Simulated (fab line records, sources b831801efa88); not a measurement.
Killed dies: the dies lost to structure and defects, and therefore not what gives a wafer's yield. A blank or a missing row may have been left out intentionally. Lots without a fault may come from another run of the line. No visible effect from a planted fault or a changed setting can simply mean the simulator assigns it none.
Commonality check across tools || flow gf180mcu || Sample size 13 lots and 39 wafers

WHAT PROMPTED THE OPENING
Flagged at GF_CONTACT_CD_MEAS_14: reading cd_nm, on 1 of 13 lots. Fault-free wafers read 220.0 nm, with a standard deviation of 1.2.
Rule: a lot is flagged in two cases, either no wafer of it has a number, or all its wafers with numbers fall more than 4 standard deviations from that mean. The other lots count as sound.

{"lot": "L323", "measured": "day 16 02:12", "on": "cd_sem-01", "cd_nm (nm), wafer by wafer": "221.0 221.5 221.1", "flag": ""}
{"lot": "L324", "measured": "day 16 12:28", "on": "cd_sem-02", "cd_nm (nm), wafer by wafer": "221.4 220.2 220.2", "flag": ""}
{"lot": "L326", "measured": "day 17 07:41", "on": "cd_sem-01", "cd_nm (nm), wafer by wafer": "220.5 221.0 221.2", "flag": ""}
{"lot": "L327", "measured": "day 17 10:02", "on": "cd_sem-01", "cd_nm (nm), wafer by wafer": "219.7 220.6 218.8", "flag": ""}
{"lot": "L329", "measured": "day 18 04:09", "on": "cd_sem-02", "cd_nm (nm), wafer by wafer": "220.4 221.1 221.1", "flag": ""}
{"lot": "L328", "measured": "day 18 15:02", "on": "cd_sem-02", "cd_nm (nm), wafer by wafer": "220.1 219.5 219.2", "flag": ""}
{"lot": "L331", "measured": "day 19 00:11", "on": "cd_sem-02", "cd_nm (nm), wafer by wafer": "220.2 221.3 220.5", "flag": ""}
{"lot": "L332", "measured": "day 19 09:22", "on": "cd_sem-01", "cd_nm (nm), wafer by wafer": "219.8 218.1 217.5", "flag": ""}
{"lot": "L333", "measured": "day 19 22:06", "on": "cd_sem-02", "cd_nm (nm), wafer by wafer": "218.5 219.0 219.7", "flag": ""}
{"lot": "L334", "measured": "day 20 03:18", "on": "cd_sem-01", "cd_nm (nm), wafer by wafer": "219.9 220.2 221.2", "flag": ""}
{"lot": "L337", "measured": "day 21 09:02", "on": "cd_sem-01", "cd_nm (nm), wafer by wafer": "221.3 220.8 219.4", "flag": ""}
{"lot": "L345", "measured": "day 23 20:20", "on": "cd_sem-01", "cd_nm (nm), wafer by wafer": "176.9 176.1 177.2", "flag": "FLAGGED"}
{"lot": "L346", "measured": "day 24 11:25", "on": "cd_sem-01", "cd_nm (nm), wafer by wafer": "220.8 221.3 221.2", "flag": ""}
The mean of the flagged lots' numbers is 176.7 nm, -43.3 nm from the usual (-36 standard deviations).

TOOL THAT RAN EACH LOT
2 process steps preceding the reading are held in the record, out of 602 steps in the route. Cell contents, in order: the tool; ch with the chambers the sampled wafers went through; the start.
{"lot": "L323", "flag": "", "GF_DNWELL_STRIP_08": "plasma_asher-03 ch 0,1, day 2 20:23", "GF_CONTACT_EXPOSE_11": "krf_scanner-01 ch 0, day 15 15:32"}
{"lot": "L324", "flag": "", "GF_DNWELL_STRIP_08": "plasma_asher-04 ch 0,1, day 3 02:07", "GF_CONTACT_EXPOSE_11": "krf_scanner-01 ch 0, day 16 01:04"}
{"lot": "L326", "flag": "", "GF_DNWELL_STRIP_08": "plasma_asher-04 ch 0,1, day 3 15:43", "GF_CONTACT_EXPOSE_11": "krf_scanner-02 ch 0, day 16 20:34"}
{"lot": "L327", "flag": "", "GF_DNWELL_STRIP_08": "plasma_asher-03 ch 0,1, day 3 17:11", "GF_CONTACT_EXPOSE_11": "krf_scanner-02 ch 0, day 16 22:50"}
{"lot": "L329", "flag": "", "GF_DNWELL_STRIP_08": "plasma_asher-04 ch 0,1, day 4 03:35", "GF_CONTACT_EXPOSE_11": "krf_scanner-02 ch 0, day 17 17:12"}
{"lot": "L328", "flag": "", "GF_DNWELL_STRIP_08": "plasma_asher-01 ch 0,1, day 3 21:23", "GF_CONTACT_EXPOSE_11": "krf_scanner-01 ch 0, day 18 03:07"}
{"lot": "L331", "flag": "", "GF_DNWELL_STRIP_08": "plasma_asher-01 ch 0, day 4 12:59", "GF_CONTACT_EXPOSE_11": "krf_scanner-02 ch 0, day 18 12:28"}
{"lot": "L332", "flag": "", "GF_DNWELL_STRIP_08": "plasma_asher-04 ch 0,1, day 4 20:08", "GF_CONTACT_EXPOSE_11": "krf_scanner-02 ch 0, day 18 22:01"}
{"lot": "L333", "flag": "", "GF_DNWELL_STRIP_08": "plasma_asher-04 ch 0, day 5 00:32", "GF_CONTACT_EXPOSE_11": "krf_scanner-02 ch 0, day 19 09:59"}
{"lot": "L334", "flag": "", "GF_DNWELL_STRIP_08": "plasma_asher-04 ch 0,1, day 5 04:25", "GF_CONTACT_EXPOSE_11": "krf_scanner-01 ch 0, day 19 15:29"}
{"lot": "L337", "flag": "", "GF_DNWELL_STRIP_08": "plasma_asher-01 ch 0,1, day 5 20:38", "GF_CONTACT_EXPOSE_11": "krf_scanner-01 ch 0, day 20 21:34"}
{"lot": "L345", "flag": "FLAGGED", "GF_DNWELL_STRIP_08": "plasma_asher-01 ch 0,1, day 7 17:11", "GF_CONTACT_EXPOSE_11": "krf_scanner-01 ch 0, day 23 09:16"}
{"lot": "L346", "flag": "", "GF_DNWELL_STRIP_08": "plasma_asher-04 ch 0, day 7 20:50", "GF_CONTACT_EXPOSE_11": "krf_scanner-02 ch 0, day 24 00:41"}
What is done by these steps:
- GF_DNWELL_STRIP_08: strips in O2/N2.
- GF_CONTACT_EXPOSE_11: exposes mask Contact, target cd 220 nm.
- GF_CONTACT_CD_MEAS_14: target cd 220 nm.

FLAGGED AGAINST TOTAL, ONE TOOL AT A TIME (gauges that did the reading follow at the end)
{"step": "GF_DNWELL_STRIP_08", "tool": "plasma_asher-01", "lots run": 4, "flagged": 1, "share of the flagged lots": "all", "sound lots run after its first flagged lot": 0}
{"step": "GF_DNWELL_STRIP_08", "tool": "plasma_asher-03", "lots run": 2, "flagged": 0, "share of the flagged lots": "none", "sound lots run after its first flagged lot": "-"}
{"step": "GF_DNWELL_STRIP_08", "tool": "plasma_asher-04", "lots run": 7, "flagged": 0, "share of the flagged lots": "none", "sound lots run after its first flagged lot": "-"}
{"step": "GF_CONTACT_EXPOSE_11", "tool": "krf_scanner-01", "lots run": 6, "flagged": 1, "share of the flagged lots": "all", "sound lots run after its first flagged lot": 0}
{"step": "GF_CONTACT_EXPOSE_11", "tool": "krf_scanner-02", "lots run": 7, "flagged": 0, "share of the flagged lots": "none", "sound lots run after its first flagged lot": "-"}
{"step": "GF_CONTACT_CD_MEAS_14", "tool": "cd_sem-01", "lots run": 8, "flagged": 1, "share of the flagged lots": "all", "sound lots run after its first flagged lot": "1 (L346)"}
{"step": "GF_CONTACT_CD_MEAS_14", "tool": "cd_sem-02", "lots run": 5, "flagged": 0, "share of the flagged lots": "none", "sound lots run after its first flagged lot": "-"}

WHAT IS ALLOWED BY THE TABLE
Rows of the table that ran every flagged lot, 3 in all: plasma_asher-01 at GF_DNWELL_STRIP_08, krf_scanner-01 at GF_CONTACT_EXPOSE_11, cd_sem-01 at GF_CONTACT_CD_MEAS_14.
- plasma_asher-01 at GF_DNWELL_STRIP_08: 1 of its 4 lots flagged. It ran its last sound lot, L337, at day 5 20:38 and its first flagged lot, L345, at day 7 17:11: a fault with its onset between the two fits.
- krf_scanner-01 at GF_CONTACT_EXPOSE_11: 1 of its 6 lots flagged. It ran its last sound lot, L337, at day 20 21:34 and its first flagged lot, L345, at day 23 09:16: a fault with its onset between the two fits.
- cd_sem-01 at GF_CONTACT_CD_MEAS_14: 1 of its 8 lots flagged. Sound lots followed the first flagged one (L346) on it, something a lasting fault affecting the whole tool could not allow.
These 2 tools cannot be told apart by counting lots, since each of them fits a fault that started at some hour. More lots, or a look at what each step does to the wafer, might.

WHAT HAD BEEN PUT IN BY THE SIMULATOR
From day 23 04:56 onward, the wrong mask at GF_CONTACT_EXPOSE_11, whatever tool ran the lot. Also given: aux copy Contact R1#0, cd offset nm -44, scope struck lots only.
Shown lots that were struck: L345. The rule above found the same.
